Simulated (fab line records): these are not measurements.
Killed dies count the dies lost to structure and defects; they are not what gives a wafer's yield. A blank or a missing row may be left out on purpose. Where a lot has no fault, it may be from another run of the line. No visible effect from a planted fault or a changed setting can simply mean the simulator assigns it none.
8D (eight disciplines) problem report, filled in by code | flow sky130 | the parts of the form that need people (team, actions taken, sign-off) are left out

## 1. PROBLEM STATEMENT
Mean of spinSpeedRpm at SKY_LDD_P_COAT_02: 3207.5 rpm across 6 wafers in 2 lots; on wafers with no fault it is 3000.1 rpm (standard deviation 2). That is +99 or more standard deviations from the usual mean.
The step: resist thk 1140 nm.
Seen first at day 23 04:20 on lithoTrack-01, wafer L416.1. The record holds 33 wafers of 11 lots with a number at this step. The rule behind "out" and "out of limits": a value lying over 4 standard deviations away from the usual mean. Any other wafer with a number is counted as sound.

## 2. WHAT IT IS, WHAT IT ISN'T
question                    | is                     | is not
which readings at this step | spinSpeedRpm           | exhaustPa
which lots                  | L416, L417             | L404, L410, L411, L412, L413, L422, L423, L425, L426
which wafers of those lots  | all that have a number | -
read on which tools         | lithoTrack-01          | lithoTrack-02, lithoTrack-04
when                        | from day 23 04:20      | up to then (15 sound wafers); but 12 sound wafers of L422, L423, L425, L426 came after

## 3. THE SUSPECTS, EACH WITH WHAT RULES IT OUT
Counting: a tool stays on the suspect list if, at a process step up to the reading, it processed all lots that are out and no sound lot following the first of them.
- lithoTrack-01 at SKY_LDD_P_COAT_02 (resist thk 1140 nm): ruled out as a lasting fault. The sound lots L422, L425, L426 went through it after L416, its earliest lot that is out (day 23 04:20).
Left after counting: nothing in the record.

## 4. THE CAUSE (what the simulator had put in)
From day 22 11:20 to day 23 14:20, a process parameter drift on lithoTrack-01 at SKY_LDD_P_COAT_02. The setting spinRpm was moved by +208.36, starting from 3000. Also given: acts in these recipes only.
Counting ruled it out, wrongly.

## 5. SEQUENCE OF EFFECTS, ordered by route
Each row: a reading whose mean over the struck wafers that have a number lies more than 3 standard deviations from the usual. Readings are gone through only where the record gives a usual standard deviation; hours: the median, over the lots, of the time from a lot's start at the first step in this table giving one to that lot's start at this step; sigmas: the change measured in usual standard deviations.
hours | step               | reading              | usual      | on struck wafers | change | sigmas
0     | SKY_LDD_P_COAT_02  | spinSpeedRpm         | 3000.1 rpm | 3207.5           | +207.4 | +99 or more
15    | SKY_LDD_P_STRIP_10 | stripTimeToEndpointS | 14.20 s    | 13.75            | -0.45  | -12
Process steps it contains:
- SKY_LDD_P_COAT_02: resist thk 1140 nm.
- SKY_LDD_P_STRIP_10: strips in O2/N2.

## 6. WHAT WOULD HAVE CAUGHT IT SOONER
The fault began at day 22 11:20; the first out-of-limits reading in this record came at day 23 04:20, 17 hours later.
